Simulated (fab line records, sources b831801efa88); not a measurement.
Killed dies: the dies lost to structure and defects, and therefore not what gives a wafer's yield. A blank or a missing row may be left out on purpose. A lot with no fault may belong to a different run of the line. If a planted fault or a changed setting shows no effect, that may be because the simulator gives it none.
Matching of chambers -- flow gf180mcu -- cmp-02 running GF_V4_CMP_26: 4 sister chambers
The step polishes, stops on SiO2, t overpolish 15 s, target thk 0 nm. 8 wafers are shown with their chamber, then 10 later ones without.

## WAFERS, EACH WITH ITS CHAMBER
wafer,chamber,motorCurrentA (A),timeToEndpointS (s)
L651.5,0,10.5,94
L654.1,1,12.0,88
L654.6,2,10.6,94
L655.1,0,11.1,95
L655.3,3,12.1,91
L655.6,3,11.6,90
L656.2,1,11.8,88
L656.4,2,10.0,96

## WAFERS MISSING THEIR CHAMBER
wafer,motorCurrentA (A),timeToEndpointS (s)
L656.6,11.8,90
L657.3,11.4,93
L657.4,11.5,92
L657.5,11.6,91
L658.1,11.6,83
L658.3,10.6,87
L658.4,11.6,88
L659.2,12.4,87
L659.3,11.9,90
L659.6,9.8,94

## WHICH CHAMBER EACH ONE RAN IN
wafer,from the rows above,in truth
L656.6,can't be placed: 3 or 1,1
L657.3,can't be placed: 0 or 3 or 2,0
L657.4,can't be placed: 3 or 0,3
L657.5,3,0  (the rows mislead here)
L658.1,1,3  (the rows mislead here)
L658.3,can't be placed: 1 or 3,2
L658.4,1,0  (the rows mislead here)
L659.2,1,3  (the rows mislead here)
L659.3,can't be placed: 3 or 1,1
L659.6,can't be placed: 2 or 0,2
Correctly placed: 0 of 10. These rows do not allow placing 6 (true chamber among the candidates in 5). Wrongly placed: 4.
How it was worked out, from the rows above alone: a wafer's distance from a chamber is the root of the sum, over the readings, of the square of ((its reading less the chamber's mean) divided by the reading's scatter). The wafer belongs to the nearest chamber; if the next one is less than 2 further off, it can't be placed. Each chamber's mean is taken over the wafers shown for it. How the scatter is found: for the shown wafers, subtract from each reading the mean of its chamber, square and add these, divide the total by (wafers less chambers), then take the root.
